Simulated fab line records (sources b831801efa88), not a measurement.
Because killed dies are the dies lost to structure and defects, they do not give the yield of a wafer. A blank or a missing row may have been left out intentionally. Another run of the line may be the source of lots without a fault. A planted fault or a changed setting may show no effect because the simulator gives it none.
fab line records | flow gf180mcu
[record] lots = 14 wafers = 42 lastDay = 34
route steps=602 shown V3@445 M4@470 MIM@507
lots that met no fault: from a run of the same line without faults
startH: hours from the record's first day to the start of the lot's first wafer shown | waitH: how many hours have passed since the lot's step before this one | " as in the row above | L1.1+2: a single row standing in for several wafers | - no value present, or no start provided | * or withheld: withheld | < > ~ a bound
route shown NAME@n: NAME is a module with steps in the file, n the number in the route of the first one | usual: average and standard deviation across the fault-free wafers | same: alike in all rows | chamber/n: place in a boat | sites: each site's reading | _std_site: standard deviation across them | _edge_site: outer sites' mean less inner sites' | radiusMm: for every site, how far away it sits from the centre of the wafer | mask NAME#n: copy n | behind: tool/chamber where the wafer was last shaped | hold: reason for holding the lot/hours on hold/outcome of the hold | device: whichever transistor did not switch (one of n, p or np) | end of line: the route-end tests of the same wafers | a step with no rows: only its recipe | killed: count of dies lost to structure and defects at first sort (not the wafer's yield) | map: the dies of a wafer, with x for killed, . for not killed, _ for no die there
set.NAME: the setting the step ran with; set.NAME@STEP: the setting that earlier step ran with | model.NAME: the simulator's own value behind a step, which no gauge read
the route's steps for a sample of lots (tables are steps, rows are wafers)
services: when a tool's chamber went out of use (startH, in hours from the record's first day, below 0 if earlier), for how many hours, and the reason
[[steps]]
[step GF_V3_ETCH_16]
[recipe] chemistry = N2/H2 targetDepthA = withheld overetchA = withheld timeS = withheld target = BARC ionEnergyEv = 200 sourceW = 500 biasW = 100 pressureMtorr = 30 n2FlowSccm = 100 h2FlowSccm = 200
[usual] drypumpMotorCurrentA = 5.4/0.41 oesProductAu = 0.854/0.0047 throttleValvePct = 13.226/0.0092
// columns lot.wafer tool chamber startH waitH drypumpMotorCurrentA oesProductAu throttleValvePct
L506.3 rieDiel-02 3 523.07 0.0 4.9 0.850 13.214
L506.4 " 2 " " 5.1 0.865 13.222
L506.5 " 2 " " 5.0 0.860 13.237
L507.4 rieDiel-02 0 531.69 0.0 5.1 0.853 13.211
L507.5 " 0 " " 5.1 0.850 13.238
L507.6 " 3 " " 4.9 0.852 13.233
L508.1 rieDiel-03 0 540.49 0.0 5.4 0.852 13.233
L508.2 " 1 " " 5.7 0.849 13.226
L508.6 " 1 " " 5.7 0.859 13.228
L509.1 rieDiel-01 2 560.42 0.0 5.8 0.854 13.215
L509.3 " 3 " " 6.0 0.853 13.239
L509.5 " 0 " " 5.1 0.854 13.226
L515.2 rieDiel-03 3 603.54 0.0 5.7 0.851 13.241
L515.5 " 0 " " 5.4 0.849 13.234
L515.6 " 1 " " 5.7 0.850 13.241
L516.1 rieDiel-03 1 609.12 0.0 5.7 0.855 13.225
L516.2 " 0 " " 5.3 0.850 13.223
L516.5 " 1 " " 5.7 0.857 13.240
L520.1 rieDiel-02 2 635.19 0.0 5.1 0.854 13.217
L520.2 " 0 " " 5.1 0.855 13.207
L520.3 " 1 " " 6.1 0.849 13.225
L521.1 rieDiel-02 3 642.74 0.0 4.9 0.852 13.210
L521.4 " 2 " " 5.0 0.854 13.224
L521.5 " 2 " " 5.0 0.848 13.213
L522.2 rieDiel-03 2 651.74 0.0 5.5 0.852 13.230
L522.3 " 1 " " 5.7 0.853 13.233
L522.4 " 3 " " 5.7 0.855 13.215
L523.3 rieDiel-01 1 656.69 0.0 5.9 0.863 13.220
L523.4 " 0 " " 5.1 0.853 13.226
L523.6 " 0 " " 5.1 0.850 13.229
L524.1 rieDiel-03 2 665.19 0.0 5.4 0.857 13.234
L524.3 " 1 " " 5.7 0.849 13.214
L524.4 " 0 " " 5.3 0.860 13.225
L525.1 rieDiel-02 0 671.74 0.0 5.1 0.851 13.210
L525.2 " 3 " " 4.9 0.837 13.232
L525.3 " 2 " " 5.1 0.845 13.227
L526.1 rieDiel-02 0 676.89 0.0 5.1 0.854 13.224
L526.2 " 3 " " 4.9 0.846 13.220
L526.6 " 1 " " 6.1 0.850 13.227
L528.3 rieDiel-02 1 699.24 0.0 6.1 0.851 13.245
L528.5 " 3 " " 4.9 0.859 13.231
L528.6 " 0 " " 5.1 0.855 13.236
[step GF_M4_CD_MEAS_14]
[recipe] targetCdNm = 280
[usual] cdNm = 279.6/1.1
// columns lot.wafer tool chamber startH waitH cdNm
L506.3 cdSem-01 - 547.21 0.1 278.6
L506.4 " - " " 279.5
L506.5 " - " " 280.6
L507.4 cdSem-02 - 556.13 0.1 279.4
L507.5 " - " " 279.7
L507.6 " - " " 279.2
L508.1 cdSem-02 - 564.32 0.1 279.3
L508.2 " - " " 280.2
L508.6 " - " " 281.0
L509.1 cdSem-01 - 583.37 0.1 278.9
L509.3 " - " " 278.9
L509.5 " - " " 278.2
L515.2 cdSem-02 - 625.64 0.1 279.3
L515.5 " - " " 281.2
L515.6 " - " " 282.2
L516.1 cdSem-01 - 631.27 0.1 278.1
L516.2 " - " " 277.9
L516.5 " - " " 278.6
L520.1 cdSem-01 - 656.72 0.1 278.7
L520.2 " - " " 278.4
L520.3 " - " " 277.6
L521.1 cdSem-02 - 663.57 0.1 278.4
L521.4 " - " " 278.7
L521.5 " - " " 278.8
L522.2 cdSem-02 - 672.74 0.1 279.1
L522.3 " - " " 279.5
L522.4 " - " " 278.5
L523.3 cdSem-01 - 677.42 0.1 280.1
L523.4 " - " " 278.6
L523.6 " - " " 279.0
L524.1 cdSem-02 - 685.97 0.1 280.5
L524.3 " - " " 282.0
L524.4 " - " " 281.5
L525.1 cdSem-01 - 692.03 0.1 278.1
L525.2 " - " " 278.5
L525.3 " - " " 279.2
L526.1 cdSem-02 - 697.18 0.1 280.9
L526.2 " - " " 280.0
L526.6 " - " " 279.6
L528.3 cdSem-02 - 719.01 0.1 280.3
L528.5 " - " " 279.5
L528.6 " - " " 280.4
[step GF_MIM_SPUTTER_04]
[recipe] material = TiN targetThkNm = 50 powerW = 6500 timeS = 41.7 chamberPressurePa = 0.4
[usual] throttleValvePct = 29.4/1.1
// columns lot.wafer tool chamber startH waitH throttleValvePct
L506.3 pvdSputter-02 - 572.24 0.0 28.0
L506.4 " - " " 28.7
L506.5 " - " " 28.7
L507.4 pvdSputter-04 - 581.48 0.0 28.9
L507.5 " - " " 30.8
L507.6 " - " " 29.2
L508.1 pvdSputter-03 - 589.32 0.0 27.2
L508.2 " - " " 30.0
L508.6 " - " " 30.0
L509.1 pvdSputter-04 - 607.88 0.0 31.2
L509.3 " - " " 30.9
L509.5 " - " " 30.7
L515.2 pvdSputter-03 - 649.01 0.0 27.3
L515.5 " - " " 29.6
L515.6 " - " " 30.6
L516.1 pvdSputter-03 - 654.91 0.0 30.8
L516.2 " - " " 27.0
L516.5 " - " " 27.1
L520.1 pvdSputter-04 - 679.44 0.0 29.0
L520.2 " - " " 31.0
L520.3 " - " " 29.2
L521.1 pvdSputter-04 - 685.63 0.0 28.8
L521.4 " - " " 29.2
L521.5 " - " " 28.9
L522.2 pvdSputter-03 - 695.32 0.0 29.1
L522.3 " - " " 29.9
L522.4 " - " " 27.3
L523.3 pvdSputter-02 - 699.57 0.0 28.3
L523.4 " - " " 29.7
L523.6 " - " " 27.7
L524.1 pvdSputter-02 - 708.06 0.0 30.0
L524.3 " - " " 28.6
L524.4 " - " " 30.0
L525.1 pvdSputter-02 - 713.32 0.0 30.0
L525.2 " - " " 28.0
L525.3 " - " " 28.3
L526.1 pvdSputter-04 - 718.59 0.0 29.0
L526.2 " - " " 30.7
L526.6 " - " " 29.0
L528.3 pvdSputter-02 - 739.63 0.0 29.9
L528.5 " - " " 30.3
L528.6 " - " " 28.7
[step GF_MIM_EXPOSE_16]
[recipe] maskId = FuseTop targetCdNm = 2000 na = 0.6 sourceShape = conventional sigmaOuter = 0.6 doseMj = 142.6
[usual] exposureDoseMJCm2 = 142.61/0.14 focusOffsetNm = 0.0/0.54
// columns lot.wafer tool chamber startH waitH mask exposureDoseMJCm2 focusOffsetNm
L506.3 ilineStepper-02 0 583.38 - FuseTop#0 142.69 0.3
L506.4 " 0 " " FuseTop#0 142.45 0.3
L506.5 " 0 " " FuseTop#0 142.77 0.1
L507.4 ilineStepper-01 0 592.61 - FuseTop#0 142.80 -0.7
L507.5 " 0 " " FuseTop#0 142.76 0.3
L507.6 " 0 " " FuseTop#0 142.78 -0.9
L508.1 ilineStepper-01 0 599.72 - FuseTop#0 142.42 -1.0
L508.2 " 0 " " FuseTop#0 142.64 -0.5
L508.6 " 0 " " FuseTop#0 142.68 0.0
L509.1 ilineStepper-01 0 618.14 - FuseTop#0 142.62 1.4
L509.3 " 0 " " FuseTop#0 142.50 1.0
L509.5 " 0 " " FuseTop#0 142.56 0.2
L515.2 ilineStepper-02 - 658.65 - FuseTop#0 - -
L515.5 " - " " FuseTop#0 - -
L515.6 " - " " FuseTop#0 - -
L516.1 ilineStepper-02 - 665.12 - FuseTop#0 - -
L516.2 " - " " FuseTop#0 - -
L516.5 " - " " FuseTop#0 - -
L520.1 ilineStepper-02 0 688.77 - FuseTop#0 142.31 0.0
L520.2 " 0 " " FuseTop#0 142.58 0.2
L520.3 " 0 " " FuseTop#0 142.50 0.7
L521.1 ilineStepper-02 0 695.24 - FuseTop#0 142.51 0.8
L521.4 " 0 " " FuseTop#0 142.50 0.0
L521.5 " 0 " " FuseTop#0 142.46 0.1
L522.2 ilineStepper-01 0 704.87 - FuseTop#0 142.49 -0.1
L522.3 " 0 " " FuseTop#0 142.54 0.1
L522.4 " 0 " " FuseTop#0 142.50 -0.2
L523.3 ilineStepper-02 0 708.99 - FuseTop#0 142.59 1.3
L523.4 " 0 " " FuseTop#0 142.63 0.8
L523.6 " 0 " " FuseTop#0 142.45 -0.2
L524.1 ilineStepper-02 0 717.68 - FuseTop#0 142.59 -0.2
L524.3 " 0 " " FuseTop#0 142.77 0.7
L524.4 " 0 " " FuseTop#0 142.67 -0.5
L525.1 ilineStepper-02 0 722.33 - FuseTop#0 142.59 -0.3
L525.2 " 0 " " FuseTop#0 142.50 -0.3
L525.3 " 0 " " FuseTop#0 142.38 -1.0
L526.1 ilineStepper-01 0 728.10 - FuseTop#0 142.72 -0.9
L526.2 " 0 " " FuseTop#0 142.46 0.2
L526.6 " 0 " " FuseTop#0 142.64 -0.2
L528.3 ilineStepper-02 0 748.44 - FuseTop#0 142.77 0.3
L528.5 " 0 " " FuseTop#0 142.79 0.4
L528.6 " 0 " " FuseTop#0 142.49 0.8
[[services]]
// columns tool chamber startH hours kind
ilineStepper-02 - 522.86 1.7 pm
rieDiel-01 0 523.07 4.2 repair
rieDiel-01 - 526.17 1.1 repair
rieDiel-02 - 541.23 0.5 repair
rieDiel-01 - 586.64 14.6 pm
pvdSputter-04 - 600.72 6.3 repair
ilineStepper-01 - 609.49 1.7 pm
ilineStepper-02 - 611.15 8.9 pm
rieDiel-01 0 614.94 1.9 repair
rieDiel-02 2 620.72 4.5 repair
pvdSputter-04 - 628.67 1.0 repair
rieDiel-02 3 633.03 8.1 repair
rieDiel-03 3 638.16 3.8 repair
pvdSputter-02 - 644.69 8.0 repair
ilineStepper-02 - 645.22 0.6 repair
rieDiel-02 - 686.35 2.8 pm
ilineStepper-01 - 692.80 4.4 repair
pvdSputter-04 - 697.31 3.4 repair
rieDiel-03 0 698.41 13.9 repair
ilineStepper-02 - 715.81 0.7 repair
rieDiel-01 1 741.04 3.7 repair
ilineStepper-02 - 741.04 1.7 pm
ilineStepper-02 - 744.06 4.0 repair
rieDiel-03 2 745.08 35.7 repair
[[key]]
[firstSign] step = GF_MIM_EXPOSE_16 reading = toolRecord direction = missing
effect none on later readings
metAt GF_MIM_EXPOSE_16
struckLots L515,L516
laterRowsLeftOut L515.2,L515.5,L515.6,L516.1,L516.2,L516.5
sortLeftOut L515.2,L515.5,L515.6,L516.1,L516.2,L516.5
notActingAt GF_V3_ETCH_16,GF_M4_CD_MEAS_14,GF_MIM_SPUTTER_04
onsetBetween 583.38 658.65
[fault] kind = skippedStepWhole tool = ilineStepper-02 chamber = - onsetH = 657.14 steps = GF_MIM_EXPOSE_16 scope = struckLotsOnly
// sortLeftOut: the simulated sort isn't trusted on such a fault, so these wafers' sort isn't shown, and their yield isn't known
// laterRowsLeftOut: the simulator's readings of these wafers behind a module that went badly wrong aren't trusted and aren't shown, but for the sort
